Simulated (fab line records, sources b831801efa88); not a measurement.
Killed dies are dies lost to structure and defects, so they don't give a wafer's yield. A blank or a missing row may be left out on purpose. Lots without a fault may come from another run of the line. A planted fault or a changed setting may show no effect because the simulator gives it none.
Split-lot experiment | flow gf180mcu | 5 lots, 23 wafers read, on a route of 602 steps

THE SPLIT
At GF_V4_CMP_04 (polishes SiO2), the setting leave_above_ref_nm was moved away from the recipe's 632.5 nm on 9 of the 23 wafers read, by -7.3% to +6.8%. The other wafers ran this setting at the recipe's value.

FROM THE SPLIT TO THE READING: what the file shows between them, 4 steps
- GF_V4_PEB_12: peb time 90 s (also split here: peb_time_s)
- GF_V4_DEVELOP_13: develop time 60 s
- GF_V4_CD_MEAS_14: target cd 260 nm
- GF_V4_ETCH_16: etches BARC in N2/H2

THE READING
oes_product_au, in a.u., at GF_V4_ETCH_17 (etches SiO2 in C4F8/O2/Ar, stops on TiN, target depth 630 nm). Fault-free wafers of this fab line usually give 0.856 a.u., standard deviation 0.0046 a.u..

wafer  | tool, chamber at the split | leave_above_ref_nm as run, nm | against the recipe | oes_product_au, a.u. | against lot-mates on the recipe
L076.1 | cmp-02, 2                  | 632.5                         | recipe             | 0.849                | -
L076.5 | cmp-02, 2                  | 632.5                         | recipe             | 0.857                | -
L076.6 | cmp-02, 3                  | 632.5                         | recipe             | 0.856                | -
L078.1 | cmp-02, 0                  | 632.5                         | recipe             | 0.870                | -
L078.2 | cmp-02, 1                  | 632.5                         | recipe             | 0.861                | -
L078.4 | cmp-02, 3                  | 669.4                         | +5.8%              | 0.884                | +0.023
L078.5 | cmp-02, 0                  | 669.4                         | +5.8%              | 0.885                | +0.024
L078.6 | cmp-02, 1                  | 632.5                         | recipe             | 0.853                | -
L082.1 | cmp-02, 0                  | 632.5                         | recipe             | 0.860                | -
L082.2 | cmp-02, 2                  | 675.8                         | +6.8%              | 0.893                | +0.038
L082.3 | cmp-02, 1                  | 675.8                         | +6.8%              | 0.882                | +0.027
L082.4 | cmp-02, 3                  | 632.5                         | recipe             | 0.852                | -
L082.5 | cmp-02, 2                  | 632.5                         | recipe             | 0.852                | -
L083.2 | cmp-02, 3                  | 632.5                         | recipe             | 0.853                | -
L083.3 | cmp-02, 2                  | 632.5                         | recipe             | 0.862                | -
L083.4 | cmp-02, 0                  | 586.4                         | -7.3%              | 0.823                | -0.031
L083.5 | cmp-02, 2                  | 632.5                         | recipe             | 0.847                | -
L083.6 | cmp-02, 3                  | 586.4                         | -7.3%              | 0.822                | -0.032
L084.2 | cmp-01, 3                  | 650                           | +2.8%              | 0.865                | +0.010
L084.3 | cmp-01, 0                  | 650                           | +2.8%              | 0.869                | +0.014
L084.4 | cmp-01, 1                  | 632.5                         | recipe             | 0.854                | -
L084.5 | cmp-01, 1                  | 632.5                         | recipe             | 0.857                | -
L084.6 | cmp-01, 2                  | 650                           | +2.8%              | 0.874                | +0.019

THE FIT
A straight line over all 23 wafers: oes_product_au changes by +0.00468 a.u. for each +1% of leave_above_ref_nm; r = +0.96; the points scatter about the line by 0.0052 a.u..
The same after taking each lot's own level away (the mean of its wafers on the recipe; 23 wafers): +0.00443 a.u. for each +1%; r = +0.96; scatter 0.0048 a.u..
On that fit, the largest move of leave_above_ref_nm shifts the reading by 0.032 a.u..
The lots' own levels span 0.8540 to 0.8613 a.u., that is 1.6 times the standard deviation above.
So the lot-to-lot level changes the slope little: the two slopes agree.
Check: with one of the wafers moved furthest among these (-7.3%) left out of the fit, the line predicts -0.0324 a.u. for it against its lot-mates. It came out at -0.031 a.u. against them.
Tool readings at the split's step, against how far the setting was moved: time_to_endpoint_s r = -0.79.

OTHER SPLITS ON THESE WAFERS
These wafers also went through other splits before the reading. Each is held against what the fit with the lots' levels taken away leaves over:
other split on the same wafers  | wafers away from the commonest value | r with oes_product_au (lot level and that fit taken away)
GF_M2_COAT_09 resist_thk_nm     | 7                                    | -0.02
GF_V2_COAT_09 resist_thk_nm     | 9                                    | -0.03
GF_V2_ETCH_16 ion_energy_ev     | 11                                   | +0.04
GF_M3_SPUTTER_03 power_w        | 9                                    | -0.01
GF_M3_METAL_ETCH_16 icp_w       | 8                                    | -0.17
GF_V3_CMP_04 leave_above_ref_nm | 10                                   | +0.35
GF_V3_COAT_09 resist_thk_nm     | 5                                    | +0.22
GF_V4_PEB_12 peb_time_s         | 11                                   | +0.24

THE WHOLE CHAIN: every reading that the file lists as answering this split, in the file's order
step          | what it does                                                 | reading                                                                   | change (the file's fit)                   | r (the file's)
GF_V4_CMP_04  | polishes SiO2                                                | time_to_endpoint_s                                                        | withheld for each +1% of the setting      | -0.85
GF_V4_CMP_04  | polishes SiO2                                                | SiO2_of_V4_CVD_02.thk_nm (the simulator's own value, which no gauge read) | +6.3 nm for each +1% of the setting       | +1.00
GF_V4_ETCH_17 | etches SiO2 in C4F8/O2/Ar, stops on TiN, target depth 630 nm | oes_product_au                                                            | +0.00444 a.u. for each +1% of the setting | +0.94
GF_V4_ETCH_17 | etches SiO2 in C4F8/O2/Ar, stops on TiN, target depth 630 nm | V4.feature_depth_nm (the simulator's own value, which no gauge read)      | +6.3 nm for each +1% of the setting       | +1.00

THE FILE'S OWN FIT
oes_product_au changes by +0.00444 a.u. for each +1% of leave_above_ref_nm, r = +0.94.
